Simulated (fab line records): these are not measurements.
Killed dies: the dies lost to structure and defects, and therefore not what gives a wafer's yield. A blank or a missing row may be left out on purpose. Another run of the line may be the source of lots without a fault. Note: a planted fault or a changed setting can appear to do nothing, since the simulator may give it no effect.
Which tool is to blame? :: flow gf180mcu :: 7 lots with 21 wafers sampled at 2 steps, on a route of 602 steps

WHAT THE GAUGES READ, wafer by wafer
GF_PSD_CD_MEAS_07 targets a cd of 400 nm.
lot: L510
measured: day 14 13:14
on: cd_sem-01
cd_nm (nm): 400.6 400.5 398.4

lot: L512
measured: day 15 08:57
on: cd_sem-01
cd_nm (nm): 398.1 396.6 399.1

lot: L514
measured: day 15 20:45
on: cd_sem-01
cd_nm (nm): 401.5 400.0 402.7

lot: L525
measured: day 19 14:42
on: cd_sem-01
cd_nm (nm): 395.8 396.7 395.8

lot: L528
measured: day 20 20:03
on: cd_sem-02
cd_nm (nm): 397.9 398.7 398.2

lot: L530
measured: day 21 10:02
on: cd_sem-01
cd_nm (nm): 401.2 401.0 401.2

lot: L532
measured: day 22 14:38
on: cd_sem-02
cd_nm (nm): 397.2 399.4 399.0

WHICH TOOL RAN EACH LOT (tool, then ch and the chambers of the sampled wafers, then the start)
lot: L510
GF_NSD_STRIP_11: plasma_asher-02 ch 0,1, day 13 16:02

lot: L512
GF_NSD_STRIP_11: plasma_asher-01 ch 0,1, day 14 11:53

lot: L514
GF_NSD_STRIP_11: plasma_asher-04 ch 0,1, day 14 23:29

lot: L525
GF_NSD_STRIP_11: plasma_asher-02 ch 0,1, day 18 14:35

lot: L528
GF_NSD_STRIP_11: plasma_asher-02 ch 0,1, day 19 20:04

lot: L530
GF_NSD_STRIP_11: plasma_asher-02 ch 0,1, day 20 10:17

lot: L532
GF_NSD_STRIP_11: plasma_asher-04 ch 0,1, day 21 15:14
- GF_NSD_STRIP_11: strips in O2/N2.

THE ANSWER, worked out from the rows above alone
Rule: the usual values come from the lots themselves. Put in order of their means at a reading, lots are off if they are a third of the lots or fewer, leave a main group of 4 or more, and stand apart from it by a gap of 3 or more times the standard deviation of the main group's means; of several such gaps the widest counts. The tables above print the reading to a certain number of digits; a main group whose means all agree to those digits is not used. A lot without any number at a reading at which 4 lots or more have one is off too. The other lots that the step has rows for count as sound.
None of the lots is off at any reading shown; this tells nothing.

WHAT HAD BEEN PUT IN BY THE SIMULATOR
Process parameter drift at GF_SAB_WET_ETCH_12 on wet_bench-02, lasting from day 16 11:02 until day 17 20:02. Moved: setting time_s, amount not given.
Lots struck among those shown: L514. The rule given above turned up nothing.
